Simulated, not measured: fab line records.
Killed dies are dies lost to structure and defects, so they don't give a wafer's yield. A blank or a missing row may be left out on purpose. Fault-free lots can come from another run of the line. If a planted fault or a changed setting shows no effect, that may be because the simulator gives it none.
Check of tool commonality :: flow gf180mcu :: 11 lots and 33 wafers in the sample

== WHY IT WAS OPENED ==
Of 11 lots, 2 have the reading POLY_GATE_CVD_00_THK flagged at GF_POLY_GATE_THK_MEAS_01. No-fault wafers: 200.1 nm, standard deviation 2.
Rule: a lot gets a flag if all its wafers with a number sit over 4 standard deviations from that mean, or if no wafer of it has a number. The rest of the lots are taken to be sound.

lot: L664
measured: day 8 10:24
on: film metro-01
POLY_GATE_CVD_00_THK (nm), wafer by wafer: 201.6 202.3 201.6
flag: 

lot: L665
measured: day 8 16:14
on: film metro-04
POLY_GATE_CVD_00_THK (nm), wafer by wafer: 200.8 199.6 200.2
flag: 

lot: L666
measured: day 9 00:17
on: film metro-04
POLY_GATE_CVD_00_THK (nm), wafer by wafer: 200.2 199.4 197.5
flag: 

lot: L667
measured: day 9 06:14
on: film metro-02
POLY_GATE_CVD_00_THK (nm), wafer by wafer: 199.1 198.9 197.3
flag: 

lot: L668
measured: day 9 11:53
on: film metro-02
POLY_GATE_CVD_00_THK (nm), wafer by wafer: 199.7 201.1 201.1
flag: 

lot: L678
measured: day 12 12:59
on: film metro-02
POLY_GATE_CVD_00_THK (nm), wafer by wafer: 115.4 115.2 115.8
flag: FLAGGED

lot: L679
measured: day 13 04:07
on: film metro-01
POLY_GATE_CVD_00_THK (nm), wafer by wafer: 113.5 115.6 115.6
flag: FLAGGED

lot: L681
measured: day 13 11:16
on: film metro-04
POLY_GATE_CVD_00_THK (nm), wafer by wafer: 201.7 200.8 199.9
flag: 

lot: L686
measured: day 14 20:58
on: film metro-01
POLY_GATE_CVD_00_THK (nm), wafer by wafer: 200.6 200.8 202.6
flag: 

lot: L685
measured: day 14 23:44
on: film metro-01
POLY_GATE_CVD_00_THK (nm), wafer by wafer: 201.2 201.2 199.5
flag: 

lot: L687
measured: day 15 10:09
on: film metro-04
POLY_GATE_CVD_00_THK (nm), wafer by wafer: 198.7 200.0 199.6
flag: 
The numbers of the flagged lots are 115.2 nm on average: -84.9 nm against the usual, or -42 standard deviations.

== TOOL THAT RAN EACH LOT ==
2 process steps preceding the reading are held in the record, out of 602 steps in the route. Read each cell as the tool, then ch plus the chambers that the sampled wafers visited, then the start.
lot: L664
flag: 
GF_DUAL_GATE_STRIP_13: plasma asher-01 ch 1, day 8 06:51
GF_POLY_GATE_CVD_00: lpcvd-01 ch 0, day 8 09:04

lot: L665
flag: 
GF_DUAL_GATE_STRIP_13: plasma asher-01 ch 0,1, day 8 12:30
GF_POLY_GATE_CVD_00: lpcvd-02 ch 1, day 8 14:55

lot: L666
flag: 
GF_DUAL_GATE_STRIP_13: plasma asher-01 ch 0,1, day 8 20:07
GF_POLY_GATE_CVD_00: lpcvd-01 ch 0, day 8 22:57

lot: L667
flag: 
GF_DUAL_GATE_STRIP_13: plasma asher-04 ch 0,1, day 9 01:10
GF_POLY_GATE_CVD_00: lpcvd-01 ch 0, day 9 04:54

lot: L668
flag: 
GF_DUAL_GATE_STRIP_13: plasma asher-01 ch 0,1, day 9 08:42
GF_POLY_GATE_CVD_00: lpcvd-02 ch 1, day 9 10:31

lot: L678
flag: FLAGGED
GF_DUAL_GATE_STRIP_13: plasma asher-03 ch 0,1, day 12 09:57
GF_POLY_GATE_CVD_00: lpcvd-01 ch 1, day 12 11:39

lot: L679
flag: FLAGGED
GF_DUAL_GATE_STRIP_13: plasma asher-01 ch 0, day 13 00:16
GF_POLY_GATE_CVD_00: lpcvd-01 ch 0, day 13 02:47

lot: L681
flag: 
GF_DUAL_GATE_STRIP_13: plasma asher-04 ch 0,1, day 13 08:13
GF_POLY_GATE_CVD_00: lpcvd-02 ch 1, day 13 09:55

lot: L686
flag: 
GF_DUAL_GATE_STRIP_13: plasma asher-01 ch 0,1, day 14 17:46
GF_POLY_GATE_CVD_00: lpcvd-02 ch 1, day 14 19:38

lot: L685
flag: 
GF_DUAL_GATE_STRIP_13: plasma asher-03 ch 0,1, day 14 18:58
GF_POLY_GATE_CVD_00: lpcvd-02 ch 0, day 14 22:24

lot: L687
flag: 
GF_DUAL_GATE_STRIP_13: plasma asher-01 ch 0,1, day 15 07:08
GF_POLY_GATE_CVD_00: lpcvd-02 ch 1, day 15 08:48
What is done by these steps:
- GF_DUAL_GATE_STRIP_13: strips in O2/N2.
- GF_POLY_GATE_CVD_00: deposits poly-Si, target thk 200 nm, time 1200 s.
- GF_POLY_GATE_THK_MEAS_01

== FLAGGED OVER TOTAL, TOOL BY TOOL (the gauges that took the reading come last) ==
step: GF_DUAL_GATE_STRIP_13
tool: plasma asher-01
lots run: 7
flagged: 1
share of the flagged lots: some
sound lots run after its first flagged lot: 2 (L686,L687)

step: GF_DUAL_GATE_STRIP_13
tool: plasma asher-03
lots run: 2
flagged: 1
share of the flagged lots: some
sound lots run after its first flagged lot: 1 (L685)

step: GF_DUAL_GATE_STRIP_13
tool: plasma asher-04
lots run: 2
flagged: 0
share of the flagged lots: none
sound lots run after its first flagged lot: -

step: GF_POLY_GATE_CVD_00
tool: lpcvd-01
lots run: 5
flagged: 2
share of the flagged lots: all
sound lots run after its first flagged lot: 0

step: GF_POLY_GATE_CVD_00
tool: lpcvd-02
lots run: 6
flagged: 0
share of the flagged lots: none
sound lots run after its first flagged lot: -

step: GF_POLY_GATE_THK_MEAS_01
tool: film metro-01
lots run: 4
flagged: 1
share of the flagged lots: some
sound lots run after its first flagged lot: 2 (L686,L685)

step: GF_POLY_GATE_THK_MEAS_01
tool: film metro-02
lots run: 3
flagged: 1
share of the flagged lots: some
sound lots run after its first flagged lot: 0

step: GF_POLY_GATE_THK_MEAS_01
tool: film metro-04
lots run: 4
flagged: 0
share of the flagged lots: none
sound lots run after its first flagged lot: -

== THE TABLE: WHAT IT ALLOWS ==
Rows of the table that ran each flagged lot: 1, that is lpcvd-01 at GF_POLY_GATE_CVD_00.
- lpcvd-01 at GF_POLY_GATE_CVD_00 ran 5 lots, 2 of them flagged. It ran its last sound lot, L667, at day 9 04:54 and its first flagged lot, L678, at day 12 11:39: a fault with its onset between the two fits. Its own readings lie more than 4 standard deviations out on every wafer of the flagged lots: spike tc bottom C, spike tc centre C, spike tc lower C, spike tc top C, spike tc upper C, susceptor temp C.
Left over: one tool, lpcvd-01 at GF_POLY_GATE_CVD_00.

== WHAT THE SIMULATOR HAD PUT IN ==
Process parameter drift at GF_POLY_GATE_CVD_00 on lpcvd-01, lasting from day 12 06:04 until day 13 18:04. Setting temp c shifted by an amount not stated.
Lots struck among those shown: L678, L679. The rule above found the same.
